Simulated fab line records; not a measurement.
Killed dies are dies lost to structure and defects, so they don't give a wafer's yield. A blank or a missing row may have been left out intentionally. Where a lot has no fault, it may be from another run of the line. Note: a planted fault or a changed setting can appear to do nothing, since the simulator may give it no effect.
A struck lot beside a sound one || flow sfqLine || 28 out of 325 route steps
Sound: these wafers, L202.2, L202.5, L202.6. Struck: wafer L187.2. (L187.4, L187.5 of the same lot were not struck and are left out.) The cause comes at the end.
For every step that has rows: the tool of each side, followed by ch and its chambers, followed by its first start. Under that, the readings that differ: sound wafers || struck wafers || difference of the means || sigmas: that difference in standard deviations of wafers without a fault.
alike: readings with means less than 2 such deviations apart, plus words and numbers identical on both sides. not compared: withheld readings, readings lacking a value on some wafer, bounds such as >300 that could conceal the same value, and numbers that have no deviation in the record and whose values overlap.
A row with sigmas, a row that says differs or no value, or rows on one side alone: a step with any of these is where the two part. When numbers do not overlap yet have no deviation, they are printed without sigmas and do not part them. Lack of a reading on every wafer of one side parts them only where that side has two or more wafers.

first, 6 steps without rows for these wafers: SFQ_TRILAYER_M0_LITHO_COAT_026 (resist thk 62 nm); SFQ_TRILAYER_M0_LITHO_COAT_021 (resist thk 600 nm); SFQ_TRILAYER_M0_LITHO_SOFTBAKE_025; SFQ_TRILAYER_M0_LITHO_EXPOSE_022 (exposes mask M0, target cd 500 nm); SFQ_TRILAYER_M0_LITHO_PEB_024 (peb time 60 s); SFQ_TRILAYER_M0_LITHO_DEVELOP_023 (time 60 s).
SFQ_M0_OVL_MEAS_906:
  sound on overlay-01 at day 13 17:50; struck on overlay-02 at day 9 19:41
  alike: M0_OVL
SFQ_TRILAYER_M0_BARC_OPEN_METAL_ETCH_031: etches BARC in O2, target depth 125 nm, time 41.7 s.
  sound on rieMetal-04 ch 0,1, day 13 17:52; struck on rieMetal-02 ch 1, day 9 19:43
  alike: drypumpMotorCurrentA, oesProductAu
  not compared: rfHoursCounterH
SFQ_TRILAYER_M0_ETCH_METAL_ETCH_024: etches Nb in Cl2/Ar, stops on SiO2, target depth 240 nm, time 120 s.
  sound on rieMetal-04 ch 0,1, day 13 17:55; struck on rieMetal-02 ch 1, day 9 19:46
  alike: drypumpMotorCurrentA, oesProductAu
  not compared: rfHoursCounterH
SFQ_TRILAYER_M0_STRIP_STRIP_025: strips in O2.
  sound on rieMetal-04 ch 0,1, day 13 18:03; struck on rieMetal-02 ch 1, day 9 19:54
  alike: drypumpMotorCurrentA, oesProductAu
  not compared: rfHoursCounterH
then, 2 steps without rows for these wafers: SFQ_TRILAYER_M0_STRIP_SOLV_CLEAN_026 (cleans in NMP, time 600 s); SFQ_TRILAYER_I0_DEP_PECVD_027 (deposits SiO2 from SiH4/N2O, time 111.11 s, target thk 500 nm).
SFQ_TRILAYER_I0_CMP_CMP_028: polishes SiO2.
  sound on cmp-01 ch 1,2, day 14 00:32; struck on cmp-01 ch 3, day 10 05:32
{"reading": "timeToEndpointS (s)", "sound": "205 210 224", "struck": 193, "difference": -20, "sigmas": -2}
{"reading": "model.SiO2_of_TRILAYER_I0_DEP_PECVD_027.thkNm (nm)", "sound": "200 196.6 199.5", "struck": 219.4, "difference": "+20.7", "sigmas": ""}
  alike: motorCurrentA
SFQ_I0_BOW_MEAS_907:
  sound on filmMetro-01 at day 14 03:34; struck on filmMetro-04 at day 10 08:34
  alike: I0_BOW
SFQ_TRILAYER_I0_METRO_MEASURE_029:
  sound on filmMetro-01 at day 14 03:52; struck on filmMetro-04 at day 10 08:52
{"reading": "thkNm (nm)", "sound": "200.0 196.7 199.5", "struck": 219.4, "difference": "+20.7", "sigmas": "+15"}
then, 6 steps without rows for these wafers: SFQ_TRILAYER_I0_VIA_LITHO_COAT_036 (resist thk 62 nm); SFQ_TRILAYER_I0_VIA_LITHO_COAT_031 (resist thk 650 nm); SFQ_TRILAYER_I0_VIA_LITHO_SOFTBAKE_035; SFQ_TRILAYER_I0_VIA_LITHO_EXPOSE_032 (exposes mask I0, target cd 500 nm); SFQ_TRILAYER_I0_VIA_LITHO_PEB_034 (peb time 60 s); SFQ_TRILAYER_I0_VIA_LITHO_DEVELOP_033 (time 60 s).
-- the record jumps here: 2 days lie between the struck wafers' starts before and after --
SFQ_I0_OVL_MEAS_908:
  sound on overlay-02 at day 16 22:08; struck on overlay-02 at day 12 19:20
  alike: I0_OVL
SFQ_TRILAYER_I0_VIA_BARC_OPEN_VIA_ETCH_046: etches BARC in O2, target depth 125 nm, time 41.7 s.
  sound on rieDiel-04 ch 0,1,2, day 16 22:10; struck on rieDiel-01 ch 3, day 12 19:22
  alike: drypumpMotorCurrentA, oesProductAu
  not compared: rfHoursCounterH
SFQ_TRILAYER_I0_VIA_ETCH_VIA_ETCH_034: etches SiO2 in CHF3, stops on Nb, target depth 260 nm.
  sound on rieDiel-04 ch 0,1,2, day 16 22:13; struck on rieDiel-01 ch 3, day 12 19:24
{"reading": "oesProductAu (a.u.)", "sound": "0.859 0.850 0.856", "struck": 0.903, "difference": "+0.048", "sigmas": "+8"}
{"reading": "model.etch.depthNm (nm)", "sound": "200 196.6 199.5", "struck": 219.4, "difference": "+20.7", "sigmas": ""}
{"reading": "model.I0.featureDepthNm (nm)", "sound": "200 196.6 199.5", "struck": 219.4, "difference": "+20.7", "sigmas": ""}
  alike: drypumpMotorCurrentA
then, 2 steps without rows for these wafers: SFQ_TRILAYER_I0_VIA_STRIP_STRIP_035 (strips in O2); SFQ_TRILAYER_I0_VIA_STRIP_SOLV_CLEAN_036 (cleans in NMP, time 600 s).
SFQ_TRILAYER_M1_DEP_PRE_CLEAN_038: time 22.5 s.
  sound on pvdSputter-06 at day 16 23:05; struck on pvdSputter-05 at day 12 20:53
{"reading": "model.SiO2_of_TRILAYER_I0_DEP_PECVD_027.thkNm (nm)", "sound": "192.5 189.1 192", "struck": 211.9, "difference": "+20.7", "sigmas": ""}
SFQ_TRILAYER_M1_DEP_SPUTTER_037: material Nb, target thk 200 nm, time 133.3 s.
  sound on pvdSputter-06 at day 16 23:07; struck on pvdSputter-05 at day 12 20:55
  alike: chamberPressurePa, substrateTempC, throttleValvePct

## WHERE THEY PART
First at SFQ_TRILAYER_I0_CMP_CMP_028; last, within this record, at SFQ_TRILAYER_I0_VIA_ETCH_VIA_ETCH_034. Later steps at which nothing parts them and some readings are alike: SFQ_TRILAYER_M1_DEP_SPUTTER_037.

WHY: whatever the simulator had introduced
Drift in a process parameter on cmp-01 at SFQ_TRILAYER_I0_CMP_CMP_028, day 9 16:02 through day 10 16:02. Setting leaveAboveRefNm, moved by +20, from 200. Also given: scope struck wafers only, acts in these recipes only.
